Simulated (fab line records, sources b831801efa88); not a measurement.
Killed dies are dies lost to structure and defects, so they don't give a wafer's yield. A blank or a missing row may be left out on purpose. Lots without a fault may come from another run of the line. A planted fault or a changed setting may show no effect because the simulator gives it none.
fab line records | flow sky130
record lots=12 wafers=36 last_day=50
route steps=708 shown METAL1@437 VIA1@482 METAL2@501 PAD_OPEN@708
lots that met no fault: from a run of the same line without faults
start_h: hours from the record's first day to the start of the lot's first wafer shown | wait_h: hours since the lot's step before | " the same as in the row above | L1.1+2: a row that stands for several wafers | - no value, or no start given | * or withheld: withheld | < > ~ a bound
route shown NAME@n: a module of which the file shows steps, and the number in the route of the first | usual: mean/standard deviation of fault-free wafers | same: alike in all rows | chamber/n: place in a boat | sites: the reading at each site | _std_site: their standard deviation | _edge_site: outer sites' mean less inner sites' | radius_mm: how far each site lies from the wafer's centre | mask NAME#n: copy n | behind: the tool/chamber that last shaped the wafer | hold: why the lot was held/for how many hours/how that ended | device: the transistor (n, p or np) that didn't switch | end of line: the same wafers' tests at the end of the route | a step without rows: its recipe alone | killed: dies lost to structure and defects at the first sort, not the wafer's yield | map: a wafer's dies, x killed, . not, _ none there
set.NAME: the setting as run; set.NAME@STEP: as run at that earlier step | model.NAME: the simulator's own value behind a step, which no gauge read
steps of the route over a sample of lots; a table a step, a row a wafer
services: from which hour (start_h, from the record's first day; less than 0 if before it) a tool's chamber was out of use, for how many hours, and why
## steps
# step SKY_METAL1_SPUTTER_03
# recipe material=Ti target_thk_nm=5 power_w=3000 time_s=3.3 chamber_pressure_pa=0.4
# usual throttle_valve_pct=30.6/0.71
# columns lot.wafer tool chamber start_h wait_h throttle_valve_pct
L741.1 pvd_sputter-01 - 761.10 0.0 29.9
L741.2 " - " " 30.4
L741.3 " - " " 31.5
L742.1 pvd_sputter-04 - 778.44 0.0 29.2
L742.3 " - " " 31.2
L742.4 " - " " 32.2
L745.2 pvd_sputter-04 - 789.64 0.0 31.8
L745.3 " - " " 30.5
L745.4 " - " " 31.0
L746.2 pvd_sputter-03 - 797.29 0.0 30.6
L746.4 " - " " 30.8
L746.5 " - " " 30.2
L749.3 pvd_sputter-01 - 819.37 0.0 31.8
L749.4 " - " " 30.3
L749.5 " - " " 30.0
L750.1 pvd_sputter-01 - 824.70 0.0 30.3
L750.4 " - " " 31.8
L750.6 " - " " 30.3
L753.2 pvd_sputter-04 - 846.41 0.0 31.0
L753.3 " - " " 29.3
L753.6 " - " " 30.2
L754.2 pvd_sputter-04 - 869.50 0.0 30.1
L754.3 " - " " 31.1
L754.4 " - " " 29.5
L756.1 pvd_sputter-03 - 882.11 0.0 30.8
L756.2 " - " " 30.4
L756.4 " - " " 30.3
L758.1 pvd_sputter-01 - 887.50 0.0 30.1
L758.5 " - " " 29.9
L758.6 " - " " 30.2
L757.3 pvd_sputter-04 - 890.38 0.0 32.1
L757.5 " - " " 29.4
L757.6 " - " " 31.1
L760.2 pvd_sputter-01 - 898.70 0.0 31.4
L760.3 " - " " 30.4
L760.6 " - " " 30.3
# step SKY_METAL1_RS_MEAS_05
# recipe thk_meas_gauge=four-point-probe reads=TiN_of_METAL1_SPUTTER_04+Ti_of_METAL1_SPUTTER_03+AlCu_of_METAL1_SPUTTER_02+TiN_of_METAL1_SPUTTER_01+Ti_of_METAL1_SPUTTER_00
# usual METAL1_ALCU_RS=0.1268/0.0015
# columns lot.wafer tool chamber start_h wait_h METAL1_ALCU_RS[ohm/sq]
L741.1 film_metro-02 - 761.17 0.0 0.1279
L741.2 " - " " 0.1260
L741.3 " - " " 0.1257
L742.1 film_metro-04 - 778.51 0.0 0.1283
L742.3 " - " " 0.1252
L742.4 " - " " 0.1258
L745.2 film_metro-01 - 789.73 0.0 0.1245
L745.3 " - " " 0.1271
L745.4 " - " " 0.1234
L746.2 film_metro-01 - 797.37 0.0 0.1288
L746.4 " - " " 0.1257
L746.5 " - " " 0.1272
L749.3 film_metro-04 - 819.48 0.1 0.1267
L749.4 " - " " 0.1261
L749.5 " - " " 0.1277
L750.1 film_metro-02 - 824.77 0.0 0.1278
L750.4 " - " " 0.1277
L750.6 " - " " 0.1281
L753.2 film_metro-01 - 846.50 0.0 0.1248
L753.3 " - " " 0.1269
L753.6 " - " " 0.1291
L754.2 film_metro-04 - 869.59 0.0 0.1291
L754.3 " - " " 0.1250
L754.4 " - " " 0.1275
L756.1 film_metro-01 - 882.18 0.0 0.1280
L756.2 " - " " 0.1254
L756.4 " - " " 0.1237
L758.1 film_metro-02 - 887.57 0.0 0.1260
L758.5 " - " " 0.1271
L758.6 " - " " 0.1267
L757.3 film_metro-04 - 890.49 0.1 0.1253
L757.5 " - " " 0.1251
L757.6 " - " " 0.1232
L760.2 film_metro-01 - 898.79 0.0 0.1247
L760.3 " - " " 0.1261
L760.6 " - " " 0.1247
# step SKY_VIA1_CMP_24
# recipe stop_on=SiO2 t_overpolish_s=15 down_force_psi=3.5 platen_rpm=60 target_thk_nm=0 pad_velocity_m_s=0.94248
# usual motor_current_A=10.8/0.81 overpolish_run_s=15.000/0.01 time_to_endpoint_s=66/3.6
# same t_overpolish_s=15
# columns lot.wafer tool chamber start_h wait_h motor_current_A overpolish_run_s time_to_endpoint_s
L741.2 cmp-02 2 817.45 0.1 10.8 15.001 73
L741.1 " 3 " " 11.7 14.991 68
L741.3 " 0 " " 10.1 15.013 66
L742.3 cmp-02 0 833.50 0.1 10.2 14.996 65
L742.4 " 1 " " 10.8 15.011 67
L742.1 " 2 " " 10.8 14.993 69
L745.2 cmp-02 2 843.83 0.1 10.6 15.014 40
L745.3 " 3 " " 11.4 15.012 39
L745.4 " 0 " " 10.2 15.001 65
L746.4 cmp-01 0 852.16 0.0 10.4 15.006 60
L746.2 " 1 " " 12.4 15.031 67
L746.5 " 1 " " 12.8 15.002 68
L749.3 cmp-02 3 875.31 0.1 11.7 15.004 39
L749.4 " 1 " " 10.9 15.012 71
L749.5 " 3 " " 11.2 15.011 68
L750.1 cmp-02 1 880.02 0.2 10.9 14.994 40
L750.4 " 2 " " 10.9 15.016 72
L750.6 " 3 " " 11.5 14.992 67
L753.3 cmp-01 3 900.95 0.1 10.2 14.993 68
L753.2 " 0 " " 10.8 14.979 61
L753.6 " 2 " " 10.6 15.006 71
L754.3 cmp-01 1 922.73 0.1 11.8 15.019 65
L754.2 " 2 " " 10.7 15.002 66
L754.4 " 3 " " 9.8 14.995 66
L756.4 cmp-02 0 935.05 0.0 10.3 14.985 66
L756.2 " 1 " " 10.7 14.993 65
L756.1 " 2 " " 10.5 14.991 67
L758.1 cmp-02 3 941.07 0.2 11.5 14.992 62
L758.6 " 0 " " 10.1 14.998 63
L758.5 " 1 " " 10.6 14.983 67
L757.3 cmp-01 3 943.81 0.1 10.0 15.011 70
L757.5 " 1 " " 12.3 15.003 69
L757.6 " 2 " " 10.2 15.000 68
L760.2 cmp-02 2 952.17 0.1 10.6 15.009 69
L760.3 " 3 " " 11.3 15.005 66
L760.6 " 1 " " 10.8 15.013 71
# step SKY_METAL2_ETCH_18
# recipe chemistry=N2/H2 target=BARC ion_energy_ev=200 bias_w=100 pressure_mtorr=30 n2_flow_sccm=100 h2_flow_sccm=200 icp_w=500 stop_on=SiO2 time_s=45.9 target_depth_a=600
# usual drypump_motor_current_A=5.77/0.3 oes_product_au=0.854/0.0043 throttle_valve_pct=13.224/0.0098
# columns lot.wafer tool chamber start_h wait_h drypump_motor_current_A oes_product_au rf_hours_counter_h throttle_valve_pct
L741.1 rie_metal-02 0 843.87 0.0 6.10 0.863 15 13.232
L741.2 " 1 " " 6.15 0.857 8 13.214
L741.3 " 0 " " 6.11 0.862 - 13.231
L742.1 rie_metal-02 1 860.62 0.0 6.19 0.860 9 13.245
L742.3 " 1 " " 6.18 0.859 - 13.221
L742.4 " 0 " " 6.10 0.848 - 13.222
L745.2 rie_metal-02 1 870.60 0.0 6.14 0.854 9 13.226
L745.3 " 0 " " 6.12 0.853 - 13.225
L745.4 " 1 " " 6.14 0.857 - 13.219
L746.2 rie_metal-01 1 879.59 0.1 5.35 0.857 - 13.225
L746.4 " 1 " " 5.33 0.853 - 13.234
L746.5 " 1 " " 5.35 0.849 - 13.223
L749.3 rie_metal-03 0 901.11 0.0 5.81 0.851 - 13.206
L749.4 " 1 " " 5.62 0.857 - 13.232
L749.5 " 0 " " 5.81 0.858 - 13.227
L750.1 rie_metal-03 1 906.35 0.0 5.59 0.852 4 13.249
L750.4 " 1 " " 5.60 0.859 - 13.227
L750.6 " 0 " " 5.80 0.850 - 13.216
L753.2 rie_metal-02 1 926.37 0.1 6.17 0.857 - 13.227
L753.3 " 1 " " 6.15 0.852 - 13.203
L753.6 " 1 " " 6.15 0.852 - 13.234
L754.2 rie_metal-03 1 948.28 0.0 5.59 0.853 6 13.235
L754.3 " 0 " " 5.82 0.849 - 13.243
L754.4 " 1 " " 5.61 0.847 - 13.237
L756.1 rie_metal-01 0 960.57 0.0 5.71 0.853 14 13.233
L756.2 " 1 " " 5.36 0.856 15 13.225
L756.4 " 0 " " 5.70 0.852 - 13.194
L758.1 rie_metal-01 0 966.13 0.0 5.71 0.854 15 13.235
L758.5 " 1 " " 5.36 0.862 - 13.221
L758.6 " 0 " " 5.65 0.863 - 13.228
L757.3 rie_metal-01 0 968.92 0.0 5.66 0.859 - 13.205
L757.5 " 1 " " 5.37 0.851 - 13.211
L757.6 " 0 " " 5.68 0.857 - 13.229
L760.2 rie_metal-02 0 978.00 0.0 6.09 0.846 2 13.231
L760.3 " 0 " " 6.09 0.849 - 13.227
L760.6 " 0 " " 6.12 0.847 - 13.220
# step SKY_PAD_OPEN_PROBE_99
# usual defect_limited_yield=82.3/1.9 killed_at_M0_to_M3=45/6.6 killed_at_M4_up=3.1/1.6 killed_at_contacts=24/5 killed_at_front_end=14/4.4 killed_at_other=0.3/0.58 killed_dies=87/9.2 killed_open=47/6.7 killed_short=40/6.4 sort_bin_3_pad_short=0.9/0.5 sort_bin_5_function=10.4/1.6 sort_bin_6_memory=6.4/1.1 sort_n_pass=405/9.1 sort_yield_pct=82.3/1.9
# same gross_dies=492 killed_at_back_side=0 sort_bin_4_leakage[%]=0 sort_bin_8_speed[%]=0
# columns lot.wafer tool chamber start_h wait_h defect_limited_yield[%] killed_at_M0_to_M3 killed_at_M4_up killed_at_contacts killed_at_front_end killed_at_other killed_dies killed_open killed_short sort_bin_3_pad_short[%] sort_bin_5_function[%] sort_bin_6_memory[%] sort_n_pass sort_yield_pct[%]
L746.2 prober-01 - 1121.68 0.1 84.3 46 3 15 13 0 77 41 36 0.6 8.9 6.1 415 84.3
L746.4 prober-01 - 1121.78 0.2 82.9 40 2 29 13 0 84 50 34 0.6 10.0 6.5 408 82.9
L746.5 prober-01 - 1121.83 0.2 84.3 40 3 20 14 0 77 38 39 0.6 9.1 5.9 415 84.3
L749.3 prober-02 - 1140.32 0.2 82.1 34 5 30 19 0 88 39 49 1.2 9.6 7.1 404 82.1
L749.4 prober-02 - 1140.37 0.2 81.9 40 5 27 17 0 89 39 50 0.6 10.0 7.5 403 81.9
L749.5 prober-02 - 1140.42 0.2 83.7 43 1 21 13 2 80 45 35 1.4 9.6 5.3 412 83.7
L753.2 prober-02 - 1157.16 0.1 80.7 47 2 27 18 1 95 62 33 0.6 12.0 6.7 397 80.7
L753.3 prober-02 - 1157.21 0.2 81.9 48 4 23 14 0 89 45 44 1.6 10.4 6.1 403 81.9
L753.6 prober-02 - 1157.36 0.2 79.9 41 4 31 23 0 99 50 49 1.0 11.6 7.5 393 79.9
L757.3 prober-01 - 1187.74 0.2 77.4 49 4 39 18 1 111 64 47 1.0 15.4 6.1 381 77.4
L757.5 prober-01 - 1187.84 0.2 78.3 56 3 31 16 1 107 55 52 1.6 13.2 6.9 385 78.3
L757.6 prober-01 - 1187.89 0.2 78.5 55 5 32 14 0 106 59 47 0.4 14.8 6.3 386 78.5
L760.2 prober-01 - 1193.65 0.1 78.7 58 1 28 18 0 105 60 45 0.4 13.0 7.9 387 78.7
L760.3 prober-01 - 1193.70 0.2 82.7 45 3 25 12 0 85 46 39 0.8 11.4 5.1 407 82.7
L760.6 prober-01 - 1193.85 0.2 82.9 47 4 22 11 0 84 48 36 0.4 10.4 6.3 408 82.9
# killed by level:class
L746.2 VIA1:geometric_particle:open=11 VIA1:geometric_particle:short=8 VIA3:geometric_particle:open=7 FIELD_ISO:geometric_particle:open=6 METAL1:geometric_particle:short=5 LOCAL_INTERCONNECT:geometric_particle:short=4 CONTACT:geometric_particle:open=4 VIA2:geometric_particle:open=4
L746.4 CONTACT:geometric_particle:open=13 VIA1:geometric_particle:open=13 VIA2:geometric_particle:open=8 LI_CONTACT:geometric_particle:open=7 LOCAL_INTERCONNECT:geometric_particle:short=5 METAL1:geometric_particle:short=5 METAL2:geometric_particle:short=4 CONTACT:geometric_particle:short=4
L746.5 CONTACT:geometric_particle:open=8 VIA1:geometric_particle:open=8 METAL2:geometric_particle:short=7 VIA1:geometric_particle:short=6 FIELD_ISO:geometric_particle:open=4 LOCAL_INTERCONNECT:geometric_particle:short=4 VIA3:geometric_particle:open=4 FIELD_ISO:geometric_particle:short=3
L749.3 CONTACT:geometric_particle:open=9 CONTACT:geometric_particle:short=7 LI_CONTACT:geometric_particle:open=6 LOCAL_INTERCONNECT:geometric_particle:short=6 VIA2:geometric_particle:open=6 METAL2:geometric_particle:short=5 FIELD_ISO:geometric_particle:short=4 METAL3:geometric_particle:short=4
L749.4 METAL1:geometric_particle:short=9 FIELD_ISO:geometric_particle:short=7 LI_CONTACT:geometric_particle:open=7 LOCAL_INTERCONNECT:geometric_particle:short=7 CONTACT:geometric_particle:open=7 VIA2:geometric_particle:open=5 CONTACT:geometric_particle:short=5 VIA1:geometric_particle:open=5
L749.5 CONTACT:geometric_particle:open=10 VIA2:geometric_particle:open=10 METAL2:geometric_particle:short=6 METAL1:geometric_particle:short=6 LI_CONTACT:geometric_particle:open=5 VIA3:geometric_particle:open=5 POLY_GATE:geometric_particle:short=4 CONTACT:geometric_particle:short=4
L753.2 CONTACT:geometric_particle:open=14 VIA2:geometric_particle:open=9 VIA1:geometric_particle:open=9 VIA3:geometric_particle:open=9 LI_CONTACT:geometric_particle:open=7 FIELD_ISO:geometric_particle:open=5 POLY_GATE:geometric_particle:open=5 METAL1:geometric_particle:short=5
L753.3 VIA2:geometric_particle:open=11 VIA1:geometric_particle:open=11 FIELD_ISO:geometric_particle:short=6 METAL3:geometric_particle:short=6 CONTACT:geometric_particle:open=6 METAL2:geometric_particle:short=6 LOCAL_INTERCONNECT:geometric_particle:short=5 FIELD_ISO:geometric_particle:open=4
L753.6 LI_CONTACT:geometric_particle:open=10 CONTACT:geometric_particle:short=8 FIELD_ISO:geometric_particle:open=7 CONTACT:geometric_particle:open=7 VIA2:geometric_particle:open=5 FIELD_ISO:geometric_particle:short=5 POLY_GATE:geometric_particle:short=5 VIA1:geometric_particle:short=5
L757.3 CONTACT:geometric_particle:open=12 VIA2:geometric_particle:open=12 FIELD_ISO:geometric_particle:open=8 LI_CONTACT:geometric_particle:short=7 CONTACT:geometric_particle:short=7 VIA1:geometric_particle:open=7 VIA3:geometric_particle:open=7 METAL1:geometric_particle:short=6
L757.5 CONTACT:geometric_particle:open=14 VIA1:geometric_particle:open=13 VIA1:geometric_particle:short=8 LI_CONTACT:geometric_particle:open=8 VIA2:geometric_particle:open=8 LOCAL_INTERCONNECT:geometric_particle:short=5 METAL1:geometric_particle:short=5 METAL2:geometric_particle:short=5
L757.6 VIA1:geometric_particle:open=16 CONTACT:geometric_particle:open=12 LI_CONTACT:geometric_particle:open=10 VIA2:geometric_particle:short=7 METAL1:geometric_particle:short=6 FIELD_ISO:geometric_particle:open=5 VIA1:geometric_particle:short=5 VIA2:geometric_particle:open=5
L760.2 CONTACT:geometric_particle:open=13 VIA1:geometric_particle:open=12 METAL1:geometric_particle:short=8 METAL3:geometric_particle:short=6 FIELD_ISO:geometric_particle:open=5 METAL1:geometric_particle:open=5 VIA3:geometric_particle:open=5 LI_CONTACT:geometric_particle:open=5
L760.3 CONTACT:geometric_particle:open=15 METAL1:geometric_particle:short=10 VIA1:geometric_particle:open=8 VIA2:geometric_particle:open=7 VIA1:geometric_particle:short=6 VIA2:geometric_particle:short=5 FIELD_ISO:geometric_particle:short=4 LI_CONTACT:geometric_particle:open=4
L760.6 VIA1:geometric_particle:open=9 CONTACT:geometric_particle:open=8 METAL2:geometric_particle:short=8 VIA3:geometric_particle:open=8 LI_CONTACT:geometric_particle:open=7 VIA1:geometric_particle:short=5 METAL1:geometric_particle:short=5 VIA2:geometric_particle:open=5
## services
# columns tool chamber start_h hours kind
cmp-01 - 744.22 4.0 pm
pvd_sputter-03 - 747.19 1.1 repair
rie_metal-01 1 748.65 1.4 repair
pvd_sputter-04 - 750.07 5.3 repair
pvd_sputter-04 - 796.37 2.6 repair
cmp-01 - 801.17 1.3 repair
pvd_sputter-03 - 810.95 59.8 repair
pvd_sputter-03 - 814.59 5.3 repair
pvd_sputter-03 - 826.66 2.2 repair
pvd_sputter-04 - 847.75 4.6 repair
rie_metal-03 - 848.49 2.8 pm
cmp-02 - 859.24 5.6 pm
rie_metal-01 - 871.19 1.4 pm
cmp-02 - 877.88 1.7 repair
cmp-01 - 878.99 0.6 repair
rie_metal-01 0 879.31 26.7 repair
rie_metal-02 1 880.56 8.8 repair
cmp-02 - 883.69 5.8 pm
cmp-02 - 912.27 4.0 pm
cmp-02 - 916.27 - consumable_replace:conditioner
cmp-02 - 916.27 - consumable_replace:pad
rie_metal-02 0 938.93 4.4 repair
pvd_sputter-01 - 957.34 0.5 repair
cmp-02 - 968.88 4.3 repair
## key
first_sign step=SKY_VIA1_CMP_24 reading=time_to_endpoint_s direction=down sigmas=7.3 usual=* struck=*
effect none on later readings
met_at SKY_VIA1_CMP_24
struck_lots L745,L749,L750
struck_wafers L745.2,L745.3,L749.3,L750.1
not_acting_at SKY_METAL1_SPUTTER_03,SKY_METAL1_RS_MEAS_05,SKY_METAL2_ETCH_18
onset_between 833.50 843.83
fault kind=process_parameter_drift tool=cmp-02 chamber=- onset_h=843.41 steps=SKY_VIA1_CMP_24 channel=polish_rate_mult offset=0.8 shape=step end_h=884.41 scope=struck_wafers_only
